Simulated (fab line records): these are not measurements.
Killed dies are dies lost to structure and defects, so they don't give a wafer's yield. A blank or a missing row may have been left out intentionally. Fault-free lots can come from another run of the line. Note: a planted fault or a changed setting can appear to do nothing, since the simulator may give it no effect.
fab line records    flow sky130
record lots=13  wafers=39  last_day=50
route steps=708 shown LDD_HVP@285 SD_P@331 RES_XHIGH@336 PAD_OPEN@708
lots untouched by any fault: they come from a run of this same line in which no faults occurred
start_h: start of the lot's first displayed wafer, in hours after the record's first day    wait_h: hours from the lot's prior step to this one    " the same as in the row above    L1.1+2: a row that stands for several wafers    - no value, or no start was given    * or withheld: withheld    < > ~ a bound
route shown NAME@n: a module of which the file shows steps, and the number in the route of the first    usual: mean and standard deviation over wafers with no fault    same: alike in all rows    chamber/n: place in a boat    sites: each site's reading    _std_site: the standard deviation of these    _edge_site: outer sites' mean less inner sites'    radius_mm: how far each site lies from the wafer's centre    mask NAME#n: copy n    behind: tool/chamber where the wafer was last shaped    hold: cause of the lot's hold/its duration in hours/its outcome    device: whichever transistor did not switch (one of n, p or np)    end of line: the route-end tests of the same wafers    a step with no rows: only its recipe    killed: at the first sort, the dies lost to defects and structure; wafer yield is something else    map: a wafer's dies, x killed, . not, _ none there
set.NAME: the setting the step ran with; set.NAME@STEP: the setting that earlier step ran with    model.NAME: the simulator's own value behind a step, which no gauge read
the route's steps for a sample of lots (tables are steps, rows are wafers)
services: from which hour (start_h, from the record's first day; less than 0 if before it) a tool's chamber was out of use, for how many hours, and why
## steps
# step SKY_LDD_HVP_OVL_MEAS_07
# usual LDD_HVP_OVL=1.0/1.4
lot.wafer  tool        chamber  start_h  wait_h  LDD_HVP_OVL[nm]
L265.2     overlay-02  -        486.31   0.1     0.8
L265.4     "           -        "        "       1.7
L265.5     "           -        "        "       0.6
L266.1     overlay-01  -        499.15   0.1     -0.1
L266.2     "           -        "        "       1.8
L266.3     "           -        "        "       1.5
L267.1     overlay-01  -        512.15   0.1     1.4
L267.5     "           -        "        "       1.6
L267.6     "           -        "        "       1.3
L268.1     overlay-02  -        517.31   0.1     1.6
L268.2     "           -        "        "       1.4
L268.5     "           -        "        "       -0.2
L270.1     overlay-02  -        546.00   0.1     2.8
L270.3     "           -        "        "       1.0
L270.4     "           -        "        "       2.0
L275.4     overlay-02  -        614.18   0.1     0.2
L275.5     "           -        "        "       2.7
L275.6     "           -        "        "       0.7
L278.1     overlay-01  -        618.65   0.1     0.7
L278.2     "           -        "        "       -0.1
L278.4     "           -        "        "       1.2
L279.2     overlay-02  -        618.76   0.1     0.2
L279.3     "           -        "        "       2.6
L279.5     "           -        "        "       0.6
L280.1     overlay-01  -        622.51   0.1     -1.6
L280.3     "           -        "        "       0.3
L280.6     "           -        "        "       -1.8
L281.1     overlay-01  -        629.56   0.1     -0.2
L281.2     "           -        "        "       0.3
L281.5     "           -        "        "       1.7
L282.2     overlay-02  -        646.06   0.1     3.0
L282.4     "           -        "        "       2.7
L282.5     "           -        "        "       1.9
L284.1     overlay-02  -        668.85   0.1     2.1
L284.4     "           -        "        "       4.9
L284.5     "           -        "        "       4.5
L286.1     overlay-01  -        677.76   0.1     1.2
L286.2     "           -        "        "       0.2
L286.3     "           -        "        "       1.1
# step SKY_SD_P_TW_MEAS_11
# usual SD_P_TW=2832/15
lot.wafer  tool           chamber  start_h  wait_h  SD_P_TW
L265.2     film_metro-04  -        582.32   0.1     2828
L265.4     "              -        "        "       2826
L265.5     "              -        "        "       2825
L266.1     film_metro-03  -        592.16   0.1     2806
L266.2     "              -        "        "       2796
L266.3     "              -        "        "       2808
L267.1     film_metro-04  -        605.00   0.1     2822
L267.5     "              -        "        "       2813
L267.6     "              -        "        "       2823
L268.1     film_metro-03  -        607.61   0.1     2811
L268.2     "              -        "        "       2810
L268.5     "              -        "        "       2814
L270.1     film_metro-03  -        639.76   0.1     2834
L270.3     "              -        "        "       2857
L270.4     "              -        "        "       2860
L275.4     film_metro-04  -        702.35   0.1     2837
L275.5     "              -        "        "       2850
L275.6     "              -        "        "       2851
L278.1     film_metro-01  -        706.31   0.1     2816
L278.2     "              -        "        "       2828
L278.4     "              -        "        "       2840
L279.2     film_metro-03  -        706.62   0.1     2839
L279.3     "              -        "        "       2833
L279.5     "              -        "        "       2845
L280.1     film_metro-04  -        710.81   0.1     2863
L280.3     "              -        "        "       2858
L280.6     "              -        "        "       2836
L281.1     film_metro-03  -        717.81   0.1     2838
L281.2     "              -        "        "       2850
L281.5     "              -        "        "       2849
L282.2     film_metro-01  -        732.97   0.1     2853
L282.4     "              -        "        "       2850
L282.5     "              -        "        "       2838
L284.1     film_metro-03  -        755.31   0.1     2846
L284.4     "              -        "        "       2826
L284.5     "              -        "        "       2827
L286.1     film_metro-03  -        763.66   0.1     2834
L286.2     "              -        "        "       2827
L286.3     "              -        "        "       2849
# step SKY_RES_XHIGH_EXPOSE_04
# recipe mask_id=URPM  na=0.6  source_shape=conventional  sigma_outer=0.6  polarization=unpolarized  target_cd_nm=1270  dose_mj=140
# same na=0.6
lot.wafer   tool              chamber  start_h  wait_h  mask
L265.2+4+5  iline_stepper-02  0        596.36   -       URPM#0
L266.1+2+3  iline_stepper-01  0        607.02   -       URPM#0
L267.1+5+6  iline_stepper-01  0        619.35   -       URPM#0
L268.1+2+5  iline_stepper-02  0        621.84   -       URPM#0
L270.1+3+4  iline_stepper-01  0        653.45   -       URPM#0
L275.4+5+6  iline_stepper-02  0        716.15   -       URPM_R1#0
L278.1+2+4  iline_stepper-02  0        719.78   -       URPM#0
L279.2+3+5  iline_stepper-02  0        720.28   -       URPM#0
L280.1+3+6  iline_stepper-01  0        724.83   -       URPM#0
L281.1+2+5  iline_stepper-02  0        731.78   -       URPM#0
L282.2+4+5  iline_stepper-02  0        746.37   -       URPM#0
L284.1+4+5  iline_stepper-02  0        768.70   -       URPM#0
L286.1+2+3  iline_stepper-02  0        777.25   -       URPM#0
# step SKY_RES_XHIGH_STRIP_08
# recipe chemistry=O2/N2  power_w=1400  pressure_mtorr=1500  platen_temp_c=withheld  o2_flow_sccm=3000  n2_flow_sccm=300  overash_fraction=0.5
# usual drypump_motor_current_A=6.1/0.58  oes_product_au=0.712/0.0045  strip_time_to_endpoint_s=14.28/0.045
lot.wafer  tool             chamber  start_h  wait_h  drypump_motor_current_A  oes_product_au  rf_hours_counter_h  strip_time_to_endpoint_s
L265.2     plasma_asher-04  1        611.35   0.1     5.8                      0.711           18                  14.28
L265.4     "                1        "        "       5.8                      0.715           -                   14.23
L265.5     "                1        "        "       5.8                      0.723           -                   14.24
L266.1     plasma_asher-02  0        621.25   0.1     6.4                      0.715           77                  14.38
L266.2     "                1        "        "       6.0                      0.712           77                  14.40
L266.3     "                1        "        "       6.1                      0.713           -                   14.36
L267.1     plasma_asher-02  1        634.06   0.1     6.0                      0.709           79                  14.26
L267.5     "                0        "        "       6.3                      0.721           -                   14.26
L267.6     "                1        "        "       6.0                      0.716           -                   14.26
L268.1     plasma_asher-04  0        636.20   0.1     6.9                      0.705           21                  14.24
L268.2     "                1        "        "       5.8                      0.712           21                  14.25
L268.5     "                0        "        "       6.9                      0.713           -                   14.25
L270.1     plasma_asher-02  0        667.75   0.1     6.3                      0.709           82                  14.36
L270.3     "                1        "        "       6.0                      0.720           -                   14.36
L270.4     "                0        "        "       6.3                      0.707           -                   14.34
L275.4     plasma_asher-01  0        730.34   0.1     5.7                      0.707           -                   14.23
L275.5     "                1        "        "       4.8                      0.723           -                   14.29
L275.6     "                0        "        "       5.8                      0.717           -                   14.29
L278.1     plasma_asher-04  1        734.01   0.1     5.8                      0.713           31                  14.28
L278.2     "                0        "        "       6.8                      0.714           31                  14.33
L278.4     "                0        "        "       6.8                      0.709           -                   14.30
L279.2     plasma_asher-02  0        734.31   0.1     6.3                      0.708           88                  14.23
L279.3     "                1        "        "       6.0                      0.712           -                   14.30
L279.5     "                1        "        "       6.0                      0.703           -                   14.23
L280.1     plasma_asher-02  0        738.25   0.1     6.4                      0.712           89                  14.24
L280.3     "                1        "        "       6.0                      0.713           -                   14.25
L280.6     "                1        "        "       6.0                      0.701           -                   14.26
L281.1     plasma_asher-04  0        744.91   0.1     6.8                      0.704           33                  14.28
L281.2     "                1        "        "       5.8                      0.708           33                  14.26
L281.5     "                0        "        "       6.8                      0.708           -                   14.25
L282.2     plasma_asher-04  0        759.85   0.1     6.8                      0.715           34                  14.25
L282.4     "                0        "        "       6.8                      0.717           -                   14.21
L282.5     "                1        "        "       5.8                      0.702           -                   14.22
L284.1     plasma_asher-04  0        782.21   0.1     6.9                      0.712           39                  14.25
L284.4     "                0        "        "       6.8                      0.713           -                   14.27
L284.5     "                0        "        "       6.9                      0.708           -                   14.26
L286.1     plasma_asher-04  1        790.21   0.1     5.8                      0.709           40                  14.34
L286.2     "                0        "        "       6.8                      0.706           40                  14.30
L286.3     "                1        "        "       5.8                      0.710           -                   14.29
# step SKY_PAD_OPEN_PROBE_99
# usual killed_at_M0_to_M3=43/6.7  killed_at_M4_up=3.2/1.8  killed_at_contacts=25/5.2  killed_at_front_end=15/4.4  killed_at_other=0.2/0.4  killed_dies=87/9.3  killed_open=48/7.1  killed_short=39/6
# same gross_dies=492  killed_at_back_side=0
lot.wafer  tool       chamber  start_h  wait_h  killed_at_M0_to_M3  killed_at_M4_up  killed_at_contacts  killed_at_front_end  killed_at_other  killed_dies  killed_open  killed_short
L265.2     prober-01  -        1078.30  0.1     46                  1                33                  12                   1                93           54           39
L265.4     prober-01  -        1078.40  0.2     48                  2                35                  19                   0                104          54           50
L265.5     prober-01  -        1078.45  0.2     57                  0                25                  22                   0                104          58           46
L266.1     prober-02  -        1080.81  0.1     39                  5                15                  17                   1                77           43           34
L266.2     prober-02  -        1080.86  0.1     64                  5                31                  19                   0                119          75           44
L266.3     prober-02  -        1080.91  0.2     38                  3                19                  20                   0                80           43           37
L267.1     prober-01  -        1084.13  0.1     49                  1                39                  13                   0                102          57           45
L267.5     prober-01  -        1084.33  0.2     35                  5                29                  20                   1                90           49           41
L267.6     prober-01  -        1084.38  0.2     55                  3                23                  11                   0                92           53           39
L268.1     prober-02  -        1086.82  0.1     46                  3                29                  12                   2                92           60           32
L268.2     prober-02  -        1086.87  0.1     48                  6                23                  18                   0                95           51           44
L268.5     prober-02  -        1087.02  0.2     52                  5                28                  15                   0                100          61           39
L270.1     prober-02  -        1118.99  0.1     39                  2                22                  10                   0                73           47           26
L270.3     prober-02  -        1119.09  0.2     36                  0                27                  12                   0                75           48           27
L270.4     prober-02  -        1119.14  0.2     38                  3                24                  10                   1                76           39           37
L278.1     prober-01  -        1158.45  0.1     47                  3                23                  22                   0                95           54           41
L278.2     prober-01  -        1158.50  0.1     37                  2                31                  27                   0                97           60           37
L278.4     prober-01  -        1158.60  0.2     50                  4                21                  21                   1                97           48           49
L275.4     prober-02  -        1158.76  0.2     50                  3                16                  9                    0                78           43           35
L275.5     prober-02  -        1158.81  0.2     40                  2                19                  13                   0                74           38           36
L275.6     prober-02  -        1158.86  0.2     45                  7                19                  18                   0                89           41           48
L279.2     prober-01  -        1159.98  0.1     48                  2                28                  13                   0                91           57           34
L279.3     prober-01  -        1160.03  0.2     37                  0                26                  20                   0                83           50           33
L279.5     prober-01  -        1160.13  0.2     40                  6                23                  7                    0                76           39           37
L280.1     prober-02  -        1161.67  0.1     34                  3                16                  17                   0                70           39           31
L280.3     prober-02  -        1161.77  0.2     37                  3                22                  10                   0                72           41           31
L280.6     prober-02  -        1161.92  0.2     41                  3                15                  13                   0                72           36           36
L281.1     prober-01  -        1165.50  0.1     41                  3                20                  16                   0                80           42           38
L281.2     prober-01  -        1165.55  0.1     54                  2                18                  20                   0                94           47           47
L281.5     prober-01  -        1165.70  0.2     39                  3                26                  24                   0                92           52           40
L282.2     prober-02  -        1176.78  0.1     33                  3                29                  17                   0                82           51           31
L282.4     prober-02  -        1176.88  0.2     41                  3                26                  16                   0                86           52           34
L282.5     prober-02  -        1176.93  0.2     30                  4                29                  21                   1                85           41           44
L284.1     prober-02  -        1188.05  0.1     41                  4                22                  17                   0                84           45           39
L284.4     prober-02  -        1188.20  0.2     38                  1                25                  11                   0                75           45           30
L284.5     prober-02  -        1188.25  0.2     42                  4                21                  10                   0                77           39           38
L286.1     prober-02  -        1194.62  0.1     56                  1                30                  19                   0                106          58           48
L286.2     prober-02  -        1194.67  0.1     44                  4                28                  21                   0                97           62           35
L286.3     prober-02  -        1194.72  0.2     49                  5                27                  9                    0                90           63           27
# killed by level:class
L265.2 CONTACT:geometric_particle:open=12 VIA1:geometric_particle:open=11 VIA2:geometric_particle:open=8 VIA3:geometric_particle:open=6 LOCAL_INTERCONNECT:geometric_particle:short=6 LI_CONTACT:geometric_particle:short=4 LI_CONTACT:geometric_particle:open=4 CONTACT:geometric_particle:short=4
L265.4 CONTACT:geometric_particle:open=16 VIA1:geometric_particle:open=10 FIELD_ISO:geometric_particle:short=7 METAL3:geometric_particle:short=7 LI_CONTACT:geometric_particle:short=6 LI_CONTACT:geometric_particle:open=6 METAL2:geometric_particle:short=6 METAL1:geometric_particle:short=5
L265.5 VIA1:geometric_particle:open=14 CONTACT:geometric_particle:open=10 VIA3:geometric_particle:open=9 METAL2:geometric_particle:short=8 VIA2:geometric_particle:open=7 VIA2:geometric_particle:short=7 FIELD_ISO:geometric_particle:open=5 POLY_GATE:geometric_particle:short=5
L266.1 VIA1:geometric_particle:open=12 POLY_GATE:geometric_particle:open=7 VIA2:geometric_particle:open=7 CONTACT:geometric_particle:short=6 VIA1:geometric_particle:short=6 FIELD_ISO:geometric_particle:open=4 CONTACT:geometric_particle:open=4 METAL3:geometric_particle:short=4
L266.2 VIA1:geometric_particle:open=19 LI_CONTACT:geometric_particle:open=9 CONTACT:geometric_particle:open=9 VIA2:geometric_particle:open=9 CONTACT:geometric_particle:short=8 FIELD_ISO:geometric_particle:open=7 VIA3:geometric_particle:open=7 VIA3:geometric_particle:short=6
L266.3 FIELD_ISO:geometric_particle:open=7 CONTACT:geometric_particle:open=7 METAL2:geometric_particle:short=7 METAL1:geometric_particle:short=6 CONTACT:geometric_particle:short=5 METAL3:geometric_particle:short=5 VIA3:geometric_particle:open=4 LI_CONTACT:geometric_particle:open=4
L267.1 CONTACT:geometric_particle:open=13 LI_CONTACT:geometric_particle:open=10 VIA1:geometric_particle:open=10 CONTACT:geometric_particle:short=7 METAL2:geometric_particle:short=7 VIA1:geometric_particle:short=6 VIA2:geometric_particle:open=6 VIA3:geometric_particle:open=6
L267.5 LOCAL_INTERCONNECT:geometric_particle:short=9 VIA1:geometric_particle:open=8 CONTACT:geometric_particle:open=7 METAL1:geometric_particle:short=7 LI_CONTACT:geometric_particle:open=6 FIELD_ISO:geometric_particle:short=5 METAL2:geometric_particle:open=5 CONTACT:geometric_particle:short=5
L267.6 VIA1:geometric_particle:open=9 CONTACT:geometric_particle:open=9 METAL1:geometric_particle:short=9 VIA2:geometric_particle:open=9 VIA1:geometric_particle:short=6 FIELD_ISO:geometric_particle:open=5 METAL1:geometric_particle:open=5 METAL2:geometric_particle:short=5
L268.1 VIA1:geometric_particle:open=16 CONTACT:geometric_particle:open=16 METAL2:geometric_particle:short=8 LI_CONTACT:geometric_particle:open=7 VIA3:geometric_particle:open=5 VIA2:geometric_particle:short=4 FIELD_ISO:geometric_particle:short=3 FIELD_ISO:geometric_particle:open=3
L268.2 VIA1:geometric_particle:open=14 LI_CONTACT:geometric_particle:open=8 CONTACT:geometric_particle:short=7 FIELD_ISO:geometric_particle:open=6 METAL1:geometric_particle:short=6 METAL2:geometric_particle:short=5 VIA3:geometric_particle:short=5 METAL4:geometric_particle:short=5
L268.5 VIA1:geometric_particle:open=13 LI_CONTACT:geometric_particle:open=10 METAL1:geometric_particle:short=10 VIA2:geometric_particle:open=9 CONTACT:geometric_particle:open=8 VIA3:geometric_particle:open=5 FIELD_ISO:geometric_particle:open=4 LI_CONTACT:geometric_particle:short=4
L270.1 VIA1:geometric_particle:open=10 LI_CONTACT:geometric_particle:open=8 METAL2:geometric_particle:short=7 CONTACT:geometric_particle:open=7 VIA3:geometric_particle:open=6 VIA2:geometric_particle:open=5 FIELD_ISO:geometric_particle:open=3 METAL3:geometric_particle:short=3
L270.3 CONTACT:geometric_particle:open=13 LI_CONTACT:geometric_particle:open=6 POLY_GATE:geometric_particle:open=5 LOCAL_INTERCONNECT:geometric_particle:short=5 VIA3:geometric_particle:open=5 METAL1:geometric_particle:short=5 VIA1:geometric_particle:open=5 METAL2:geometric_particle:short=4
L270.4 LI_CONTACT:geometric_particle:open=8 CONTACT:geometric_particle:open=6 VIA1:geometric_particle:open=6 METAL2:geometric_particle:short=6 VIA1:geometric_particle:short=5 METAL2:geometric_particle:open=5 POLY_GATE:geometric_particle:short=4 CONTACT:geometric_particle:short=4
L278.1 VIA1:geometric_particle:open=14 LI_CONTACT:geometric_particle:open=9 VIA1:geometric_particle:short=7 POLY_GATE:geometric_particle:short=6 CONTACT:geometric_particle:open=6 METAL2:geometric_particle:short=6 FIELD_ISO:geometric_particle:open=5 METAL1:geometric_particle:short=5
L278.2 CONTACT:geometric_particle:open=12 POLY_GATE:geometric_particle:open=8 VIA1:geometric_particle:open=8 FIELD_ISO:geometric_particle:open=7 VIA3:geometric_particle:open=7 LI_CONTACT:geometric_particle:open=7 VIA2:geometric_particle:open=7 FIELD_ISO:geometric_particle:short=6
L278.4 METAL2:geometric_particle:short=11 VIA2:geometric_particle:open=10 LI_CONTACT:geometric_particle:open=9 VIA1:geometric_particle:open=8 FIELD_ISO:geometric_particle:open=7 FIELD_ISO:geometric_particle:short=5 METAL1:geometric_particle:short=5 VIA1:geometric_particle:short=5
L275.4 VIA3:geometric_particle:open=9 VIA1:geometric_particle:open=8 METAL2:geometric_particle:short=8 VIA2:geometric_particle:open=6 VIA1:geometric_particle:short=6 CONTACT:geometric_particle:open=5 LI_CONTACT:geometric_particle:open=5 METAL1:geometric_particle:short=5
L275.5 CONTACT:geometric_particle:open=9 METAL2:geometric_particle:short=9 METAL1:geometric_particle:short=7 VIA3:geometric_particle:open=7 VIA2:geometric_particle:open=6 VIA1:geometric_particle:open=5 FIELD_ISO:geometric_particle:open=4 CONTACT:geometric_particle:short=4
L275.6 VIA1:geometric_particle:open=12 FIELD_ISO:geometric_particle:short=7 LI_CONTACT:geometric_particle:open=7 VIA3:geometric_particle:open=7 METAL2:geometric_particle:short=6 METAL4:geometric_particle:short=5 VIA3:geometric_particle:short=5 LOCAL_INTERCONNECT:geometric_particle:short=4
L279.2 CONTACT:geometric_particle:open=14 METAL1:geometric_particle:short=8 VIA1:geometric_particle:open=8 VIA2:geometric_particle:open=8 VIA3:geometric_particle:open=7 LI_CONTACT:geometric_particle:open=6 POLY_GATE:geometric_particle:open=4 METAL2:geometric_particle:short=4
L279.3 LI_CONTACT:geometric_particle:open=11 FIELD_ISO:geometric_particle:short=10 VIA1:geometric_particle:open=10 VIA2:geometric_particle:open=7 CONTACT:geometric_particle:open=6 FIELD_ISO:geometric_particle:open=5 VIA3:geometric_particle:open=5 METAL1:geometric_particle:open=4
L279.5 VIA1:geometric_particle:open=10 CONTACT:geometric_particle:open=10 METAL2:geometric_particle:short=8 VIA3:geometric_particle:open=7 LI_CONTACT:geometric_particle:open=5 METAL1:geometric_particle:short=5 METAL4:geometric_particle:short=4 CONTACT:geometric_particle:short=4
L280.1 CONTACT:geometric_particle:open=6 VIA1:geometric_particle:open=6 VIA3:geometric_particle:open=6 FIELD_ISO:geometric_particle:open=5 VIA2:geometric_particle:open=5 METAL2:geometric_particle:short=5 SPACER:geometric_particle:short=3 CONTACT:geometric_particle:short=3
L280.3 VIA1:geometric_particle:open=12 CONTACT:geometric_particle:open=6 VIA2:geometric_particle:open=5 LI_CONTACT:geometric_particle:open=5 METAL2:geometric_particle:short=5 VIA3:geometric_particle:open=5 LOCAL_INTERCONNECT:geometric_particle:short=4 CONTACT:geometric_particle:short=4
L280.6 CONTACT:geometric_particle:open=8 VIA2:geometric_particle:open=6 VIA1:geometric_particle:short=6 METAL2:geometric_particle:short=6 VIA1:geometric_particle:open=5 VIA3:geometric_particle:open=5 FIELD_ISO:geometric_particle:short=4 POLY_GATE:geometric_particle:short=4
L281.1 VIA1:geometric_particle:open=13 LOCAL_INTERCONNECT:geometric_particle:short=5 CONTACT:geometric_particle:open=5 VIA2:geometric_particle:open=5 VIA1:geometric_particle:short=4 CONTACT:geometric_particle:short=4 METAL3:geometric_particle:short=4 FIELD_ISO:geometric_particle:open=3
L281.2 VIA1:geometric_particle:open=13 METAL1:geometric_particle:short=9 VIA2:geometric_particle:open=8 VIA3:geometric_particle:open=7 POLY_GATE:geometric_particle:open=5 CONTACT:geometric_particle:open=5 CONTACT:geometric_particle:short=5 VIA1:geometric_particle:short=5
L281.5 VIA1:geometric_particle:open=13 CONTACT:geometric_particle:open=11 FIELD_ISO:geometric_particle:open=7 LI_CONTACT:geometric_particle:open=7 LOCAL_INTERCONNECT:geometric_particle:short=5 VIA1:geometric_particle:short=5 FIELD_ISO:geometric_particle:short=4 POLY_GATE:geometric_particle:open=4
L282.2 LI_CONTACT:geometric_particle:open=12 VIA3:geometric_particle:open=9 VIA1:geometric_particle:open=9 CONTACT:geometric_particle:open=7 CONTACT:geometric_particle:short=6 FIELD_ISO:geometric_particle:short=5 VIA2:geometric_particle:open=4 POLY_GATE:geometric_particle:open=3
L282.4 VIA1:geometric_particle:open=10 VIA2:geometric_particle:open=10 CONTACT:geometric_particle:open=9 CONTACT:geometric_particle:short=8 FIELD_ISO:geometric_particle:open=6 METAL1:geometric_particle:short=6 LI_CONTACT:geometric_particle:open=5 POLY_GATE:geometric_particle:short=4
L282.5 FIELD_ISO:geometric_particle:open=8 CONTACT:geometric_particle:short=8 LI_CONTACT:geometric_particle:open=7 CONTACT:geometric_particle:open=7 VIA1:geometric_particle:open=6 LOCAL_INTERCONNECT:geometric_particle:short=5 VIA3:geometric_particle:open=4 VIA3:geometric_particle:short=4
L284.1 METAL2:geometric_particle:short=8 FIELD_ISO:geometric_particle:open=7 CONTACT:geometric_particle:open=7 METAL1:geometric_particle:short=6 VIA1:geometric_particle:open=6 VIA2:geometric_particle:open=6 LI_CONTACT:geometric_particle:open=5 VIA3:geometric_particle:open=5
L284.4 CONTACT:geometric_particle:open=10 VIA1:geometric_particle:open=10 LI_CONTACT:geometric_particle:open=6 METAL1:geometric_particle:short=6 VIA2:geometric_particle:open=6 VIA1:geometric_particle:short=5 VIA3:geometric_particle:open=5 LI_CONTACT:geometric_particle:short=3
L284.5 LI_CONTACT:geometric_particle:open=7 CONTACT:geometric_particle:open=7 VIA1:geometric_particle:short=7 VIA1:geometric_particle:open=6 VIA3:geometric_particle:open=6 METAL1:geometric_particle:short=5 METAL2:geometric_particle:short=5 VIA2:geometric_particle:open=5
L286.1 VIA1:geometric_particle:open=13 CONTACT:geometric_particle:open=12 LI_CONTACT:geometric_particle:open=8 METAL2:geometric_particle:short=8 VIA3:geometric_particle:open=8 FIELD_ISO:geometric_particle:open=7 CONTACT:geometric_particle:short=7 METAL1:geometric_particle:short=6
L286.2 LI_CONTACT:geometric_particle:open=10 VIA2:geometric_particle:open=10 CONTACT:geometric_particle:open=9 VIA1:geometric_particle:open=9 METAL1:geometric_particle:short=7 FIELD_ISO:geometric_particle:short=5 FIELD_ISO:geometric_particle:open=5 POLY_GATE:geometric_particle:open=4
L286.3 VIA1:geometric_particle:open=21 CONTACT:geometric_particle:open=15 LI_CONTACT:geometric_particle:open=6 VIA3:geometric_particle:open=6 METAL3:geometric_particle:short=4 VIA2:geometric_particle:open=4 POLY_GATE:geometric_particle:open=3 SPACER:geometric_particle:open=3
## services
tool              chamber  start_h  hours  kind
plasma_asher-01   -        596.70   0.6    repair
iline_stepper-01  -        621.01   11.2   repair
plasma_asher-01   -        623.35   2.8    pm
plasma_asher-01   -        626.14   0.9    repair
iline_stepper-01  -        632.23   1.7    pm
plasma_asher-01   -        642.90   2.5    repair
plasma_asher-02   -        648.25   0.5    repair
iline_stepper-02  -        654.14   1.7    pm
plasma_asher-04   -        665.30   2.0    repair
iline_stepper-02  -        673.99   20.8   repair
plasma_asher-01   -        680.19   1.2    repair
plasma_asher-02   -        689.66   0.4    repair
plasma_asher-01   -        703.49   2.3    repair
plasma_asher-01   -        737.52   46.0   pm
## key
first_sign step=SKY_RES_XHIGH_EXPOSE_04  reading=mask  direction=changed
effect none on later readings
met_at SKY_RES_XHIGH_EXPOSE_04
struck_lots L275
tester_left_out L275
not_acting_at SKY_LDD_HVP_OVL_MEAS_07,SKY_SD_P_TW_MEAS_11,SKY_RES_XHIGH_STRIP_08
onset_between 621.84 716.15
fault kind=wrong_mask  tool=any  chamber=-  onset_h=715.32  steps=SKY_RES_XHIGH_EXPOSE_04  aux_copy=URPM_R1#0  cd_offset_nm=89  scope=struck_lots_only
# tester_left_out: of these lots the tester's yield and bins aren't shown, on N5 and GAA mostly nor the transistor test; their killed dies are dies lost to structure and defects alone, not to doping, threshold or leakage, so they don't give the yield
